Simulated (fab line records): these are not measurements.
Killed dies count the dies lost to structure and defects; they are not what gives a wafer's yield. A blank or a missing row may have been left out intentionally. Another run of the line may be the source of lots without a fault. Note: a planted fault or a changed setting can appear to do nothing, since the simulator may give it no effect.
Which tool was responsible? + flow sky130 + Sampling: 14 lots, 41 wafers, 5 of 708 route steps

== WHAT EACH GAUGE READ, for each wafer ==
No reading from a measuring or inspecting step in the record can be judged against a usual standard deviation.

== WHICH TOOL RAN EACH LOT (tool, then ch and the chambers of the sampled wafers, then the start) ==
| lot  | SKY_LOCAL_INTERCONNECT_SPUTTER_00 | SKY_VIA4_ETCH_12                   | SKY_VIA4_SPUTTER_17          | SKY_PAD_OPEN_ETCH_07               | SKY_PAD_OPEN_PROBE_99   |
|------|-----------------------------------|------------------------------------|------------------------------|------------------------------------|-------------------------|
| L718 | pvd-sputter-03, day 29 04:29      | rie-diel-01 ch 0,1,3, day 42 18:30 | pvd-sputter-04, day 42 19:10 | rie-diel-02 ch 0,1,3, day 45 15:31 | -                       |
| L719 | pvd-sputter-04, day 29 15:43      | rie-diel-02 ch 0,1,3, day 43 02:48 | pvd-sputter-01, day 43 03:28 | rie-diel-03 ch 1,2, day 45 22:16   | -                       |
| L720 | pvd-sputter-03, day 30 00:22      | rie-diel-01 ch 0,1,3, day 43 07:33 | pvd-sputter-04, day 43 08:18 | rie-diel-03 ch 0,2,3, day 46 03:47 | -                       |
| L722 | pvd-sputter-02, day 30 19:49      | rie-diel-01 ch 1,2,3, day 44 02:47 | pvd-sputter-04, day 44 03:26 | rie-diel-04 ch 0,1,3, day 46 20:38 | -                       |
| L724 | pvd-sputter-03, day 31 06:58      | rie-diel-03 ch 0,3, day 44 11:51   | pvd-sputter-01, day 44 12:57 | rie-diel-04 ch 0,1,2, day 47 03:55 | -                       |
| L723 | pvd-sputter-04, day 31 16:47      | rie-diel-02 ch 0,2,3, day 44 18:57 | pvd-sputter-01, day 44 19:41 | rie-diel-04 ch 0,1,2, day 47 11:04 | -                       |
| L725 | pvd-sputter-04, day 31 20:31      | rie-diel-02 ch 0,1,2, day 44 23:08 | pvd-sputter-01, day 44 23:49 | rie-diel-03 ch 0,1,3, day 47 14:44 | -                       |
| L726 | pvd-sputter-03, day 32 17:11      | rie-diel-02 ch 0,2,3, day 45 16:30 | pvd-sputter-04, day 45 17:10 | rie-diel-03 ch 0,1,3, day 48 05:56 | -                       |
| L729 | pvd-sputter-03, day 33 17:44      | rie-diel-01 ch 1,2, day 46 11:14   | pvd-sputter-04, day 46 11:58 | rie-diel-03 ch 0,1, day 48 22:53   | -                       |
| L730 | pvd-sputter-03, day 33 18:25      | rie-diel-03 ch 0,2,3, day 46 11:47 | pvd-sputter-02, day 46 12:29 | rie-diel-04 ch 0,2,3, day 48 22:32 | prober-01, day 49 00:53 |
| L732 | pvd-sputter-04, day 34 05:35      | rie-diel-02 ch 0,1, day 46 19:57   | pvd-sputter-02, day 46 20:44 | rie-diel-03 ch 0,2,3, day 49 07:14 | prober-02, day 49 09:34 |
| L733 | pvd-sputter-03, day 34 07:16      | rie-diel-01 ch 0,1,3, day 46 20:59 | pvd-sputter-02, day 46 22:04 | rie-diel-02 ch 0,2,3, day 49 07:56 | prober-02, day 49 10:22 |
| L734 | pvd-sputter-03, day 35 01:55      | rie-diel-01 ch 1,2,3, day 47 11:42 | pvd-sputter-02, day 47 12:22 | rie-diel-02 ch 0,1,3, day 49 21:35 | prober-01, day 49 23:59 |
| L737 | pvd-sputter-02, day 35 13:22      | rie-diel-02 ch 0,1,2, day 47 17:38 | pvd-sputter-02, day 47 18:19 | rie-diel-02 ch 0,3, day 50 01:14   | -                       |
- SKY_LOCAL_INTERCONNECT_SPUTTER_00: material TiN, target thk 100 nm, time 83.3 s.
- SKY_VIA4_ETCH_12: etches SiO2 in C4F8/O2/Ar, stops on TiN, target depth 580 nm.
- SKY_VIA4_SPUTTER_17: material TiN, target thk 20 nm, time 80 s.
- SKY_PAD_OPEN_ETCH_07: etches the open film in CF4/O2, stops on AlCu, target depth 725 nm, time 161.1 s.
- SKY_PAD_OPEN_PROBE_99

== AS READ BY THE TOOLS THEMSELVES (means over the sampled wafers that have a number; for cases with no such wafer, the mark the record gives instead) ==
SKY_LOCAL_INTERCONNECT_SPUTTER_00. Usual: throttle-valve-pct 30.8 %, standard deviation 0.82.
| lot  | tool           | throttle-valve-pct (%) | flag |
|------|----------------|------------------------|------|
| L718 | pvd-sputter-03 | 30.2                   |      |
| L719 | pvd-sputter-04 | 31.0                   |      |
| L720 | pvd-sputter-03 | 30.3                   |      |
| L722 | pvd-sputter-02 | 31.1                   |      |
| L724 | pvd-sputter-03 | 30.6                   |      |
| L723 | pvd-sputter-04 | 31.1                   |      |
| L725 | pvd-sputter-04 | 31.1                   |      |
| L726 | pvd-sputter-03 | 30.7                   |      |
| L729 | pvd-sputter-03 | 29.9                   |      |
| L730 | pvd-sputter-03 | 29.9                   |      |
| L732 | pvd-sputter-04 | 31.5                   |      |
| L733 | pvd-sputter-03 | 30.3                   |      |
| L734 | pvd-sputter-03 | 30.4                   |      |
| L737 | pvd-sputter-02 | 31.2                   |      |

SKY_VIA4_ETCH_12. Usual: oes-product-au 0.926 a.u., standard deviation 0.0051.
| lot  | tool        | oes-product-au (a.u.) | flag |
|------|-------------|-----------------------|------|
| L718 | rie-diel-01 | 0.925                 |      |
| L719 | rie-diel-02 | 0.926                 |      |
| L720 | rie-diel-01 | 0.922                 |      |
| L722 | rie-diel-01 | 0.925                 |      |
| L724 | rie-diel-03 | 0.927                 |      |
| L723 | rie-diel-02 | 0.931                 |      |
| L725 | rie-diel-02 | 0.925                 |      |
| L726 | rie-diel-02 | 0.925                 |      |
| L729 | rie-diel-01 | 0.929                 |      |
| L730 | rie-diel-03 | 0.925                 |      |
| L732 | rie-diel-02 | 0.932                 |      |
| L733 | rie-diel-01 | 0.926                 |      |
| L734 | rie-diel-01 | 0.927                 |      |
| L737 | rie-diel-02 | 0.930                 |      |

SKY_VIA4_SPUTTER_17. Usual: throttle-valve-pct 31.0 %, standard deviation 0.53.
| lot  | tool           | throttle-valve-pct (%) | flag |
|------|----------------|------------------------|------|
| L718 | pvd-sputter-04 | 31.1                   |      |
| L719 | pvd-sputter-01 | 30.7                   |      |
| L720 | pvd-sputter-04 | 31.3                   |      |
| L722 | pvd-sputter-04 | 31.2                   |      |
| L724 | pvd-sputter-01 | 30.5                   |      |
| L723 | pvd-sputter-01 | 30.7                   |      |
| L725 | pvd-sputter-01 | 30.6                   |      |
| L726 | pvd-sputter-04 | 31.3                   |      |
| L729 | pvd-sputter-04 | 31.9                   |      |
| L730 | pvd-sputter-02 | 30.9                   |      |
| L732 | pvd-sputter-02 | 31.2                   |      |
| L733 | pvd-sputter-02 | 31.2                   |      |
| L734 | pvd-sputter-02 | 31.0                   |      |
| L737 | pvd-sputter-02 | 31.0                   |      |

SKY_PAD_OPEN_ETCH_07. Usual: drypump-motor-current-A 5.62 A, standard deviation 0.29; oes-product-au 0.976 a.u., standard deviation 0.0078; throttle-valve-pct 5.962 %, standard deviation 0.0088.
| lot  | tool        | drypump-motor-current-A (A) | oes-product-au (a.u.) | throttle-valve-pct (%) | flag |
|------|-------------|-----------------------------|-----------------------|------------------------|------|
| L718 | rie-diel-02 | 5.66                        | 0.972                 | 5.967                  |      |
| L719 | rie-diel-03 | 5.81                        | 0.978                 | 5.963                  |      |
| L720 | rie-diel-03 | 5.39                        | 0.981                 | 5.961                  |      |
| L722 | rie-diel-04 | 5.68                        | 0.989                 | 5.970                  |      |
| L724 | rie-diel-04 | 5.62                        | 0.982                 | 5.965                  |      |
| L723 | rie-diel-04 | 5.63                        | 0.969                 | 5.959                  |      |
| L725 | rie-diel-03 | 5.42                        | 0.978                 | 5.956                  |      |
| L726 | rie-diel-03 | 5.43                        | 0.975                 | 5.955                  |      |
| L729 | rie-diel-03 | 5.46                        | 0.981                 | 5.963                  |      |
| L730 | rie-diel-04 | 5.62                        | 0.985                 | 5.965                  |      |
| L732 | rie-diel-03 | 5.38                        | 0.972                 | 5.957                  |      |
| L733 | rie-diel-02 | 5.88                        | 0.976                 | 5.964                  |      |
| L734 | rie-diel-02 | 5.67                        | 0.976                 | 5.964                  |      |
| L737 | rie-diel-02 | 5.99                        | 0.973                 | 5.964                  |      |

SKY_PAD_OPEN_PROBE_99. Usual: killed_at_M0_to_M3 42, standard deviation 7.1; killed_at_M4_up 3.0, standard deviation 1.7; killed-at-contacts 25, standard deviation 5; killed-at-front-end 16, standard deviation 4.4; killed-at-other 0.5, standard deviation 1.4; killed-dies 87, standard deviation 9.2; killed-open 47, standard deviation 6.2; killed-short 39, standard deviation 6.6.
| lot  | tool      | killed_at_M0_to_M3 | killed_at_M4_up | killed-at-contacts | killed-at-front-end | killed-at-other | killed-dies | killed-open | killed-short | flag |
|------|-----------|--------------------|-----------------|--------------------|---------------------|-----------------|-------------|-------------|--------------|------|
| L730 | prober-01 | 37                 | 3.7             | 63                 | 15                  | 0.3             | 120         | 45          | 31           | OFF  |
| L732 | prober-02 | 33                 | 5.3             | 31                 | 18                  | 0.0             | 87          | 51          | 36           |      |
| L733 | prober-02 | 35                 | 3.7             | 61                 | 12                  | 0.7             | 112         | 38          | 31           | OFF  |
| L734 | prober-01 | 37                 | 2.3             | 55                 | 13                  | 0.0             | 108         | 38          | 38           | OFF  |

== THE ANSWER, worked out from the rows above alone ==
Rule: lot off if the mean of its wafers having a number is beyond 3 standard deviations from the usual mean. A lot without any number at a reading at which 4 lots or more have one is off too. All remaining lots with rows at the step are treated as sound. After the gauges, taken in route order, come the tools' own readings; for these a lot's mean is taken, as printed above. The first step at which some lot is off is used, and at that step the reading that is off furthest; a lot without a number counts as furthest.
Off, at SKY_PAD_OPEN_PROBE_99 on killed-at-contacts: L730, L733, L734. Neither off nor sound, because the step has no rows for them: L718, L719, L720, L722, L724, L723, L725, L726, L729, L737.
If a tool, at that step or one of the process steps before it, ran each lot that is off and ran no sound lot following the first of them, it fits. One fits: pvd-sputter-03 at SKY_LOCAL_INTERCONNECT_SPUTTER_00. It ran no sound lot before its first lot that is off in this sample, so the start can't be narrowed down.

== WHAT THE SIMULATOR HAD PUT IN ==
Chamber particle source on pvd-sputter-03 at SKY_LOCAL_INTERCONNECT_SPUTTER_00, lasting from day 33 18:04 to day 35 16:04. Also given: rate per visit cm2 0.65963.
Shown lots that were struck: L730, L733, L734. The same result came from the rule above.
